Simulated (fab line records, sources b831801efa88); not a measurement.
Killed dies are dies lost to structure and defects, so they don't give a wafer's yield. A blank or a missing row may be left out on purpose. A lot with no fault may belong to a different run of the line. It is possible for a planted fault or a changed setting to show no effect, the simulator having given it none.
A lot that was struck, set against a sound lot -- flow sky130 -- 16 out of 708 route steps
Sound: the wafers L454.2, L454.3, L454.4. Struck: wafers L467.2, L467.6 (left out: L467.4, a lot-mate that was not struck); the cause follows at the end.
Order at every step that has rows: each side's tool, ch and its chambers, its first start. Under that, the readings that differ: sound wafers -- struck wafers -- difference of the means -- sigmas: that difference in standard deviations of wafers without a fault.
alike: words and numbers the same on both sides, and readings whose means are apart by under 2 such deviations; not compared: readings that were withheld, readings missing a value for some wafer, numbers with overlapping values and no deviation given by the record, and bounds like >300 which may hide the same value.
Wherever a step has rows on one side only, a row that says differs or no value, or a row with sigmas, the two part there. Numbers that don't overlap but have no deviation are shown without sigmas and don't part them. A reading missing from all wafers of one side parts the sides only when that side holds two or more wafers.

first, 7 steps without rows for these wafers: SKY_METAL3_HMDS_06 (prime time 60 s); SKY_METAL3_COAT_07 (resist thk 60.43 nm); SKY_METAL3_COAT_08 (resist thk 1140 nm); SKY_METAL3_SOFTBAKE_09 (time 90 s); SKY_METAL3_EXPOSE_10 (exposes mask MM3, target cd 300 nm); SKY_METAL3_PEB_11; SKY_METAL3_DEVELOP_12 (develop time 60 s).
SKY_METAL3_CD_MEAS_13 targets a cd of 300 nm.
  sound: cd_sem-01 at day 39 00:40; struck: cd_sem-01 at day 42 20:10
  alike: cd_nm
SKY_METAL3_OVL_MEAS_14:
  sound: overlay-01 at day 39 00:46; struck: overlay-02 at day 42 20:17
  alike: METAL3_OVL
SKY_METAL3_DESCUM_15: chemistry O2, time 8 s.
  sound on rie_metal-01 ch 0,1, day 39 00:48; struck on rie_metal-04 ch 0,1, day 42 20:19
  alike: drypump_motor_current_A, oes_product_au
  not compared: rf_hours_counter_h
SKY_METAL3_ETCH_16: etches BARC in N2/H2, stops on SiO2, time 88.2 s, target depth 60 nm.
  sound on rie_metal-01 ch 0,1, day 39 00:50; struck on rie_metal-04 ch 0,1, day 42 20:20
  alike: bias_w, drypump_motor_current_A, oes_product_au, throttle_valve_pct
  not compared: rf_hours_counter_h
SKY_METAL3_ETCH_17: etches SiO2 in C4F8/O2/Ar, stops on TiN, time 3.9 s, target depth 15 nm.
  sound on rie_diel-03 ch 1,2,3, day 39 00:56; struck on rie_diel-03 ch 2,3, day 42 20:26
  alike: bias_w, oes_product_au
  not compared: rf_hours_counter_h
SKY_METAL3_METAL_ETCH_18: etches the open film in Cl2/BCl3, stops on SiO2, target depth 845 nm, time 183.1 s.
  sound on rie_metal-02 ch 0,1, day 39 00:57; struck on rie_metal-01 ch 0, day 42 20:28
reading,sound,struck,difference,sigmas
bias_w (W),48.49 48.23 48.57,55.18 55.30,+6.81,+45
drypump_motor_current_A (A),5.6 5.4 5.6,4.6 4.6,-0.9,-2
model.KrF-thick_of_METAL3_COAT_08.thk_nm (nm),532.5 531.6 530.2,497.2 491.8,-36.9,
model.SiO2_of_VIA2_HDPCVD_00.thk_nm (nm),466 465.2 464.6,461.9 462.6,-3.0,
  alike: oes_product_au, throttle_valve_pct
  not compared: rf_hours_counter_h
SKY_METAL3_STRIP_19: strips in O2/N2.
  sound on plasma_asher-01 ch 0,1, day 39 01:08; struck on plasma_asher-01 ch 0,1, day 42 20:38
reading,sound,struck,difference,sigmas
oes_product_au (a.u.),0.506 0.509 0.496,0.482 0.483,-0.021,-3
strip_time_to_endpoint_s (s),6.59 6.60 6.56,6.23 6.19,-0.37,-4
  alike: drypump_motor_current_A
  not compared: rf_hours_counter_h
then, 2 steps without rows for these wafers: SKY_METAL3_STRIP_20 (strips in post etch residue remover, time 1200 s); SKY_PAD_OPEN_PROBE_99.

## WHERE THEY PART
First at SKY_METAL3_METAL_ETCH_18; last, within this record, at SKY_METAL3_STRIP_19.

WHY: whatever the simulator had introduced
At SKY_METAL3_METAL_ETCH_18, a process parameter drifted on rie_metal-01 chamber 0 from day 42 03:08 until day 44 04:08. A move of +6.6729 in setting bias_w, from 48.5. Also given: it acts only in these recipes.
